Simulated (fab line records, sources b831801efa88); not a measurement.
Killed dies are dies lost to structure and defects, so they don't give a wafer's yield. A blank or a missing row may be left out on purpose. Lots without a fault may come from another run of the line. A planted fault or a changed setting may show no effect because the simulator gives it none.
Chamber matching | flow gf180mcu | GF_MIM_CVD_05 on pecvd-04: 3 sister chambers
The step deposits Si3N4, target thk 42 nm, time 29.086 s. 3 wafers are shown with their chamber, then 7 later ones without.

WAFERS WITH THEIR CHAMBER
wafer  | chamber | heater_power_w (W)
L797.5 | 2       | 870
L798.3 | 0       | 531
L798.5 | 1       | 508

WAFERS WITHOUT THEIR CHAMBER
wafer  | heater_power_w (W)
L798.6 | 816
L799.1 | 629
L799.4 | 576
L799.6 | 708
L801.1 | 793
L801.3 | 577
L801.5 | 802

WHICH CHAMBER EACH WENT THROUGH
wafer  | from the rows above          | in truth
L798.6 | 2                            | 2
L799.1 | can't be placed: 0 or 1 or 2 | 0
L799.4 | can't be placed: 0 or 1      | 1
L799.6 | can't be placed: 2 or 0 or 1 | 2
L801.1 | 2                            | 2
L801.3 | can't be placed: 0 or 1      | 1
L801.5 | 2                            | 2
Placed correctly: 3 of 7. Can't be placed from these rows: 4 (the true chamber is among the candidates in 4). Placed wrongly: 0.
How it was worked out, from the rows above alone: a wafer's distance from a chamber is the root of the sum, over the readings, of the square of ((its reading less the chamber's mean) divided by the reading's scatter). The wafer belongs to the nearest chamber; if the next one is less than 2 further off, it can't be placed. A chamber's mean is the mean of its shown wafers. The scatter: with one shown wafer a chamber, the root of the mean of the squares of how far each hidden wafer lies from its nearest shown one.
